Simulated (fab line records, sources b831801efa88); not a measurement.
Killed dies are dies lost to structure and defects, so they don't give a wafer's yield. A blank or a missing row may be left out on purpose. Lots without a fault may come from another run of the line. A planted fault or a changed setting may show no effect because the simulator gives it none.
Which tool did it? | flow sky130 | 14 lots, 42 wafers sampled, at 2 steps of a route of 708

WHAT THE GAUGES READ, wafer by wafer
SKY_VIA2_CD_MEAS_12: target cd 200 nm.
lot  | measured     | on        | cd_nm (nm)
L731 | day 36 08:09 | cd_sem-02 | 199.4 199.7 198.8
L733 | day 37 02:08 | cd_sem-01 | 201.2 198.9 200.2
L734 | day 37 04:44 | cd_sem-01 | 197.9 198.2 198.8
L736 | day 37 22:41 | cd_sem-01 | 197.1 197.7 196.9
L737 | day 38 08:23 | cd_sem-01 | 199.3 198.9 198.2
L738 | day 38 12:50 | cd_sem-02 | 202.6 201.6 202.8
L739 | day 39 03:47 | cd_sem-01 | 200.5 201.2 200.5
L748 | day 42 00:10 | cd_sem-02 | 200.7 201.3 201.0
L749 | day 42 01:08 | cd_sem-02 | 200.4 200.5 200.8
L750 | day 42 02:58 | cd_sem-02 | 201.1 199.6 201.0
L751 | day 42 04:27 | cd_sem-01 | 197.6 198.9 199.7
L752 | day 42 16:46 | cd_sem-02 | 202.3 202.9 202.3
L753 | day 42 20:06 | cd_sem-02 | 200.4 199.9 201.5
L754 | day 43 10:29 | cd_sem-02 | 202.4 201.7 201.8

SKY_VIA2_THK_MEAS_23: measures by xrf.
lot  | measured     | on            | VIA2_W_THK (nm)
L731 | day 36 09:19 | film_metro-01 | 439 431 430
L733 | day 37 03:18 | film_metro-02 | 446 435 444
L734 | day 37 05:55 | film_metro-02 | 440 441 447
L736 | day 37 23:52 | film_metro-01 | 429 437 436
L737 | day 38 09:33 | film_metro-01 | 431 434 428
L738 | day 38 14:01 | film_metro-04 | 443 448 447
L739 | day 39 05:00 | film_metro-01 | 441 442 446
L748 | day 42 01:22 | film_metro-02 | 450 436 447
L749 | day 42 02:20 | film_metro-04 | 442 443 442
L750 | day 42 04:13 | film_metro-01 | 443 448 443
L751 | day 42 05:40 | film_metro-04 | 446 448 443
L752 | day 42 17:59 | film_metro-02 | 446 443 430
L753 | day 42 21:19 | film_metro-04 | 454 452 454
L754 | day 43 11:40 | film_metro-04 | 434 441 435

WHICH TOOL RAN EACH LOT (tool, then ch and the chambers of the sampled wafers, then the start)
The record holds no process step before these readings.

WHAT THE TOOLS THEMSELVES READ (means of the sampled wafers that have a number; where no wafer has one, the mark that the record gives instead)
The record holds no such reading with a usual standard deviation.

THE ANSWER, worked out from the rows above alone
Rule: what is usual is taken from the lots themselves. Put in order of their means at a reading, lots are off if they are a third of the lots or fewer, leave a main group of 4 or more, and stand apart from it by a gap of 3 or more times the standard deviation of the main group's means; of several such gaps the widest counts. A main group whose means are all the same, to the digits that the tables above print for the reading, isn't used. A lot without any number at a reading at which 4 lots or more have one is off too. The other lots that the step has rows for count as sound. The gauges are gone through in route order, then the tools' own readings, and for those a lot's mean is taken as printed above. The first step at which some lot is off is used, and at that step the reading that is off furthest; a lot without a number counts as furthest.
No lot is off at any reading shown: from this, nothing can be told.

WHAT THE SIMULATOR HAD PUT IN
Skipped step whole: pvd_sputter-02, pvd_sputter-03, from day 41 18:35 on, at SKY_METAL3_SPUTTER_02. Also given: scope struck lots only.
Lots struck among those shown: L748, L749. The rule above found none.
